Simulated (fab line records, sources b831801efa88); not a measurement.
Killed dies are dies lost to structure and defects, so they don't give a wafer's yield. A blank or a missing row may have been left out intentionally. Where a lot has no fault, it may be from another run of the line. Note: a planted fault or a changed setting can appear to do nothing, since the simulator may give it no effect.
Which tool is to blame? ; flow sky130 ; 11 lots, 33 wafers sampled, at 5 steps of a route of 708

WHAT EACH GAUGE READ, for each wafer
SKY_SONOS_ONO_THK_MEAS_05.
lot;measured;on;SONOS_ONO_CVD_04_THK (nm)
L564;day 13 07:46;filmMetro-01;5.77 5.85 5.76
L565;day 13 19:15;filmMetro-04;7.75 7.77 7.71
L566;day 14 00:10;filmMetro-04;7.84 7.78 7.82
L567;day 14 06:58;filmMetro-03;7.66 7.68 7.57
L574;day 16 11:27;filmMetro-01;5.73 5.68 5.62
L575;day 17 04:31;filmMetro-04;5.88 5.83 5.91
L576;day 17 10:19;filmMetro-04;5.86 5.75 5.70
L577;day 17 11:34;filmMetro-04;5.91 5.89 5.81
L578;day 17 22:25;filmMetro-04;5.77 5.79 5.84
L580;day 18 14:11;filmMetro-04;5.57 5.58 5.72
L581;day 18 19:34;filmMetro-03;5.62 5.55 5.54

SKY_SONOS_ONO_OVL_MEAS_14.
lot;measured;on;SONOS_ONO_OVL (nm)
L564;day 14 09:19;overlay-01;0.1 1.4 2.1
L565;day 14 20:49;overlay-01;2.1 3.0 3.8
L566;day 15 02:56;overlay-02;3.5 1.1 2.7
L567;day 15 10:02;overlay-02;1.2 0.0 2.7
L574;day 17 17:13;overlay-01;0.9 2.3 0.6
L575;day 18 10:02;overlay-01;3.0 2.2 2.9
L576;day 18 15:36;overlay-02;-0.3 0.6 -0.7
L577;day 18 17:42;overlay-02;2.2 -0.3 -0.3
L578;day 19 05:19;overlay-01;2.9 2.1 0.3
L580;day 19 21:26;overlay-02;0.3 1.0 -0.7
L581;day 20 02:57;overlay-02;0.5 2.9 2.1

SKY_GATE_OXIDE_TW_MEAS_14.
lot;measured;on;GATE_OXIDE_TW
L564;day 15 15:08;filmMetro-01;225.5 224.9 225.5
L565;day 16 04:05;filmMetro-01;224.5 223.6 224.8
L566;day 16 09:29;filmMetro-03;224.3 223.2 223.2
L567;day 16 17:01;filmMetro-01;226.0 225.0 225.3
L574;day 19 03:20;filmMetro-03;223.1 224.6 223.8
L575;day 19 19:51;filmMetro-01;224.5 224.6 224.7
L576;day 20 00:56;filmMetro-03;224.3 222.9 223.4
L577;day 20 05:26;filmMetro-03;223.3 224.1 223.8
L578;day 20 15:05;filmMetro-01;225.8 224.9 225.0
L580;day 21 07:32;filmMetro-03;225.2 224.6 223.7
L581;day 21 12:25;filmMetro-03;222.8 224.0 223.9

WHICH TOOL RAN EACH LOT (tool, then ch and the chambers of the sampled wafers, then the start)
lot;SKY_VT_ADJUST_HVTP_STRIP_10;SKY_SONOS_ONO_CVD_04
L564;plasmaAsher-04 ch 0,1, day 7 12:50;lpcvd-03 ch 1, day 13 06:31
L565;plasmaAsher-04 ch 0,1, day 7 18:55;lpcvd-03 ch 1, day 13 17:21
L566;plasmaAsher-03 ch 0,1, day 8 01:08;lpcvd-03 ch 1, day 13 22:53
L567;plasmaAsher-03 ch 0,1, day 8 06:52;lpcvd-03 ch 1, day 14 05:41
L574;plasmaAsher-02 ch 0,1, day 10 01:16;lpcvd-03 ch 0, day 16 10:11
L575;plasmaAsher-04 ch 0,1, day 10 13:17;lpcvd-03 ch 0, day 17 03:14
L576;plasmaAsher-03 ch 0,1, day 10 17:11;lpcvd-03 ch 0, day 17 09:04
L577;plasmaAsher-04 ch 0,1, day 10 17:50;lpcvd-03 ch 0, day 17 10:19
L578;plasmaAsher-04 ch 0,1, day 11 03:01;lpcvd-03 ch 1, day 17 21:09
L580;plasmaAsher-02 ch 0,1, day 11 13:43;lpcvd-03 ch 0, day 18 12:55
L581;plasmaAsher-02 ch 0,1, day 11 18:59;lpcvd-03 ch 0, day 18 18:19
- SKY_VT_ADJUST_HVTP_STRIP_10: strips in O2/N2.
- SKY_SONOS_ONO_CVD_04: deposits SiO2 from SiH4/N2O, target thk 5.7199 nm.

WHAT THE TOOLS THEMSELVES READ (means of the sampled wafers that have a number; where no wafer has one, the mark that the record gives instead)
SKY_VT_ADJUST_HVTP_STRIP_10.
lot;tool;drypumpMotorCurrentA (A);oesProductAu (a.u.);stripTimeToEndpointS (s)
L564;plasmaAsher-04;5.8;0.714;14.13
L565;plasmaAsher-04;5.8;0.713;14.21
L566;plasmaAsher-03;6.4;0.717;14.19
L567;plasmaAsher-03;6.4;0.711;14.17
L574;plasmaAsher-02;5.8;0.715;14.24
L575;plasmaAsher-04;5.8;0.715;14.18
L576;plasmaAsher-03;6.4;0.715;14.18
L577;plasmaAsher-04;6.2;0.716;14.21
L578;plasmaAsher-04;5.8;0.714;14.14
L580;plasmaAsher-02;5.8;0.714;14.16
L581;plasmaAsher-02;5.6;0.715;14.28

SKY_SONOS_ONO_CVD_04.
lot;tool;spikeTcBottomC (C);spikeTcCentreC (C);spikeTcLowerC (C);spikeTcTopC (C);spikeTcUpperC (C);susceptorTempC (C);zonePowerCentrePct (%);zonePowerLowerPct (%);zonePowerUpperPct (%)
L564;lpcvd-03;918.3;899.5;898.7;914;900.0;899.6;18.91;18.88;15.4
L565;lpcvd-03;936.1;917.1;916.9;932;917.4;917.9;19.73;19.47;16.3
L566;lpcvd-03;936.4;917.8;916.8;933;917.5;916.8;19.74;19.80;16.1
L567;lpcvd-03;935.4;917.3;916.5;932;917.9;917.7;19.78;19.66;16.3
L574;lpcvd-03;916.6;899.4;900.4;907;900.2;900.3;18.43;18.85;17.8
L575;lpcvd-03;917.5;900.7;898.9;907;900.1;899.8;18.35;18.81;17.8
L576;lpcvd-03;916.7;900.2;900.2;908;899.5;900.2;18.40;18.75;17.8
L577;lpcvd-03;917.0;899.4;899.4;906;900.3;900.4;18.46;18.65;18.0
L578;lpcvd-03;918.2;899.7;899.0;916;899.8;899.8;18.73;18.81;15.4
L580;lpcvd-03;916.8;898.0;899.2;908;900.1;900.0;18.33;18.83;17.7
L581;lpcvd-03;916.8;899.5;900.4;906;900.0;900.0;18.55;18.85;17.9

THE ANSWER, worked out from the rows above alone
Rule: what is usual is taken from the lots themselves. Put in order of their means at a reading, lots are off if they are a third of the lots or fewer, leave a main group of 4 or more, and stand apart from it by a gap of 3 or more times the standard deviation of the main group's means; of several such gaps the widest counts. The tables above print the reading to a certain number of digits; a main group whose means all agree to those digits is not used. A lot without any number at a reading at which 4 lots or more have one is off too. Any other lot the step has rows for is counted as sound. After the gauges, taken in route order, come the tools' own readings; for these a lot's mean is taken, as printed above. At the first step where some lot is off, the reading lying furthest off is the one used; lots without a number count as furthest.
Off: L565, L566, L567, seen at SKY_SONOS_ONO_THK_MEAS_05 (SONOS_ONO_CVD_04_THK). Main group: mean 5.75 nm, sd 0.1.
A tool fits if, at a process step before that reading, it ran every lot that is off, and no sound lot after the first of them. Not tried: the gauges at SKY_SONOS_ONO_THK_MEAS_05; whatever is off there is also off at SKY_SONOS_ONO_CVD_04, on other tools, and gauge error can't account for it. Of those tried, none fits.

WHAT THE SIMULATOR HAD PUT IN
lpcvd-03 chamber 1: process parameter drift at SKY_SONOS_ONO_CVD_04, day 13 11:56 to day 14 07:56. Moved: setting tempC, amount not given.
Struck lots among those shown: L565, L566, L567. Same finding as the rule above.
